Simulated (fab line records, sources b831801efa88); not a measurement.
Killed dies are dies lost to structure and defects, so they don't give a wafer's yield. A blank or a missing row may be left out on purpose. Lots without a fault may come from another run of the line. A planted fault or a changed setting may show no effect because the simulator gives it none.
Which tool did it? | flow sky130 | 12 lots, 36 wafers sampled, at 2 steps of a route of 708

WHAT THE GAUGES READ, wafer by wafer
SKY_CAP2M_THK_MEAS_01. Usual: CAP2M_CVD_00_THK 15.47 nm, standard deviation 0.18.
lot  | measured     | on            | CAP2M_CVD_00_THK (nm) | flag
L746 | day 39 12:01 | film_metro-03 | 15.55 15.51 15.63     |
L747 | day 40 00:34 | film_metro-01 | 15.65 15.78 15.80     |
L750 | day 41 03:20 | film_metro-03 | 15.34 15.52 15.48     |
L753 | day 41 23:28 | film_metro-01 | 15.21 15.47 15.44     |
L755 | day 42 06:28 | film_metro-03 | 15.22 15.47 15.31     |
L756 | day 42 19:56 | film_metro-01 | 15.10 15.14 15.40     |
L757 | day 42 22:29 | film_metro-03 | 15.32 15.40 15.44     |
L758 | day 43 08:08 | film_metro-03 | 15.31 15.52 15.68     |
L759 | day 43 11:04 | film_metro-01 | 15.13 15.31 15.53     |
L766 | day 45 09:36 | film_metro-01 | 15.37 15.56 15.84     |
L767 | day 45 11:24 | film_metro-01 | 15.34 15.62 15.46     |
L768 | day 45 14:51 | film_metro-03 | 15.18 15.14 15.19     |

SKY_CAP2M_OVL_MEAS_12. Usual: CAP2M_OVL -0.3 nm, standard deviation 1.4.
lot  | measured     | on         | CAP2M_OVL (nm) | flag
L746 | day 40 12:46 | overlay-02 | -1.2 -1.7 -1.3 |
L747 | day 41 00:57 | overlay-01 | -2.4 -2.0 -3.0 |
L750 | day 42 03:41 | overlay-02 | 0.2 -1.1 0.0   |
L753 | day 42 23:02 | overlay-01 | 1.5 2.4 0.8    |
L755 | day 43 06:04 | overlay-01 | 0.6 2.2 -1.0   |
L756 | day 43 18:51 | overlay-02 | -1.4 -0.1 0.7  |
L757 | day 43 21:50 | overlay-01 | 0.4 -0.5 0.2   |
L758 | day 44 07:14 | overlay-01 | 0.1 -2.2 -2.8  |
L759 | day 44 09:56 | overlay-01 | 0.1 0.8 1.9    |
L766 | day 46 06:23 | overlay-01 | -0.5 -0.5 0.7  |
L767 | day 46 07:50 | overlay-02 | 0.0 -1.1 0.4   |
L768 | day 46 11:35 | overlay-01 | 2.4 -0.4 -0.8  |

WHICH TOOL RAN EACH LOT (tool, then ch and the chambers of the sampled wafers, then the start)
The record holds no process step before these readings.

WHAT THE TOOLS THEMSELVES READ (means of the sampled wafers that have a number; where no wafer has one, the mark that the record gives instead)
The record holds no such reading with a usual standard deviation.

THE ANSWER, worked out from the rows above alone
Rule: a lot is off if the mean of its wafers that have a number lies more than 3 standard deviations from the usual mean. A lot without any number at a reading at which 4 lots or more have one is off too. The other lots that the step has rows for count as sound. The gauges are gone through in route order, then the tools' own readings, and for those a lot's mean is taken as printed above. The first step at which some lot is off is used, and at that step the reading that is off furthest; a lot without a number counts as furthest.
No lot is off at any reading shown: from this, nothing can be told.

WHAT THE SIMULATOR HAD PUT IN
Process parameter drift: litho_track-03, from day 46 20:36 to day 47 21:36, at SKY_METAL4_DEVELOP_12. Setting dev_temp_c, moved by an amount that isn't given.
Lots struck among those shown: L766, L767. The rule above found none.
